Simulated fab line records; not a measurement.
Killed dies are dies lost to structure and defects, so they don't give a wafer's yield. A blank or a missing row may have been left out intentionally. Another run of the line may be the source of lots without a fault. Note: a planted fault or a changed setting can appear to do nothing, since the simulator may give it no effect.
Tool commonality check | flow sky130 | 13 lots and 39 wafers in the sample

== WHY IT WAS OPENED ==
Of 13 lots, 1 have the reading VT_ADJUST_HVTP_TW flagged at SKY_VT_ADJUST_HVTP_TW_MEAS_11. Fault-free wafers read 1354, with a standard deviation of 12.
Rule: flag the lot when none of its wafers has a number, or when each of its wafers that has one lies beyond 4 standard deviations from that mean. All remaining lots are regarded as sound.

lot  | measured     | on            | VT_ADJUST_HVTP_TW, wafer by wafer | flag
L476 | day 6 00:27  | film-metro-04 | 1358 1358 1358                    |
L477 | day 6 06:20  | film-metro-03 | 1358 1352 1345                    |
L478 | day 6 12:39  | film-metro-02 | 1328 1336 1342                    |
L479 | day 6 19:56  | film-metro-02 | 1328 1329 1328                    |
L480 | day 7 05:30  | film-metro-04 | 1361 1363 1361                    |
L488 | day 9 11:59  | film-metro-02 | 30 30 30                          | FLAGGED
L492 | day 10 06:45 | film-metro-04 | 1368 1359 1365                    |
L494 | day 11 01:05 | film-metro-02 | 1338 1341 1346                    |
L495 | day 11 04:51 | film-metro-04 | 1349 1364 1360                    |
L496 | day 11 09:29 | film-metro-03 | 1354 1362 1367                    |
L497 | day 11 17:53 | film-metro-03 | 1356 1359 1355                    |
L498 | day 11 22:00 | film-metro-04 | 1361 1362 1358                    |
L499 | day 12 03:20 | film-metro-04 | 1352 1348 1358                    |
On average the flagged lots read 30, which is -1324 against the usual, or -99 or more standard deviations.

== WHICH TOOL RAN EACH LOT ==
2 process steps preceding the reading are held in the record, out of 708 steps in the route. In each cell: the tool, then ch and the chambers that the sampled wafers went through, then the start.
lot  | flag    | SKY_NWELL_STRIP_25                   | SKY_VT_ADJUST_HVTP_STRIP_10
L476 |         | plasma-asher-03 ch 0,1, day 5 05:51  | plasma-asher-01 ch 0,1, day 6 00:21
L477 |         | plasma-asher-03 ch 0,1, day 5 11:43  | plasma-asher-03 ch 0,1, day 6 06:14
L478 |         | plasma-asher-03 ch 0,1, day 5 17:11  | plasma-asher-02 ch 0,1, day 6 12:34
L479 |         | plasma-asher-04 ch 0,1, day 6 00:30  | plasma-asher-03 ch 0,1, day 6 19:50
L480 |         | plasma-asher-03 ch 0,1, day 6 09:54  | plasma-asher-01 ch 0,1, day 7 05:24
L488 | FLAGGED | plasma-asher-03 ch 0,1, day 8 14:10  | plasma-asher-02 ch 0,1, day 9 11:53
L492 |         | plasma-asher-04 ch 0,1, day 9 08:04  | plasma-asher-03 ch 0,1, day 10 06:39
L494 |         | plasma-asher-04 ch 0,1, day 10 01:58 | plasma-asher-01 ch 0,1, day 11 00:59
L495 |         | plasma-asher-02 ch 0,1, day 10 05:08 | plasma-asher-01 ch 0,1, day 11 04:46
L496 |         | plasma-asher-04 ch 0,1, day 10 09:36 | plasma-asher-03 ch 0,1, day 11 09:23
L497 |         | plasma-asher-03 ch 0,1, day 10 17:33 | plasma-asher-02 ch 0,1, day 11 17:47
L498 |         | plasma-asher-04 ch 0,1, day 10 21:25 | plasma-asher-03 ch 0,1, day 11 21:54
L499 |         | plasma-asher-04 ch 0, day 11 03:40   | plasma-asher-02 ch 0, day 12 03:14
What these steps do:
- SKY_NWELL_STRIP_25: strips in O2/N2.
- SKY_VT_ADJUST_HVTP_STRIP_10: strips in O2/N2.
- SKY_VT_ADJUST_HVTP_TW_MEAS_11

== FLAGGED OVER TOTAL, TOOL BY TOOL (the gauges that took the reading come last) ==
step                          | tool            | lots run | flagged | share of the flagged lots | sound lots run after its first flagged lot
SKY_NWELL_STRIP_25            | plasma-asher-02 | 1        | 0       | none                      | -
SKY_NWELL_STRIP_25            | plasma-asher-03 | 6        | 1       | all                       | 1 (L497)
SKY_NWELL_STRIP_25            | plasma-asher-04 | 6        | 0       | none                      | -
SKY_VT_ADJUST_HVTP_STRIP_10   | plasma-asher-01 | 4        | 0       | none                      | -
SKY_VT_ADJUST_HVTP_STRIP_10   | plasma-asher-02 | 4        | 1       | all                       | 2 (L497,L499)
SKY_VT_ADJUST_HVTP_STRIP_10   | plasma-asher-03 | 5        | 0       | none                      | -
SKY_VT_ADJUST_HVTP_TW_MEAS_11 | film-metro-02   | 4        | 1       | all                       | 1 (L494)
SKY_VT_ADJUST_HVTP_TW_MEAS_11 | film-metro-03   | 3        | 0       | none                      | -
SKY_VT_ADJUST_HVTP_TW_MEAS_11 | film-metro-04   | 6        | 0       | none                      | -

== WHAT THE TABLE ALLOWS ==
All flagged lots were run by 3 table rows, namely plasma-asher-03 at SKY_NWELL_STRIP_25, plasma-asher-02 at SKY_VT_ADJUST_HVTP_STRIP_10, film-metro-02 at SKY_VT_ADJUST_HVTP_TW_MEAS_11.
- plasma-asher-03 at SKY_NWELL_STRIP_25 ran 6 lots, 1 of them flagged. Sound lots ran on it after the first flagged one (L497), which a lasting fault on the whole tool wouldn't allow. Its own readings lie more than 4 standard deviations out on every wafer of the flagged lots: oes-product-au.
- plasma-asher-02 at SKY_VT_ADJUST_HVTP_STRIP_10 ran 4 lots, 1 of them flagged. Sound lots ran on it after the first flagged one (L497, L499), which a lasting fault on the whole tool wouldn't allow. Its own readings lie more than 4 standard deviations out on every wafer of the flagged lots: strip-time-to-endpoint-s.
- film-metro-02 at SKY_VT_ADJUST_HVTP_TW_MEAS_11 ran 4 lots, 1 of them flagged. Sound lots ran on it after the first flagged one (L494), which a lasting fault on the whole tool wouldn't allow.
Every row of the table either missed a flagged lot or ran a sound lot after the first.

== WHAT THE SIMULATOR HAD PUT IN ==
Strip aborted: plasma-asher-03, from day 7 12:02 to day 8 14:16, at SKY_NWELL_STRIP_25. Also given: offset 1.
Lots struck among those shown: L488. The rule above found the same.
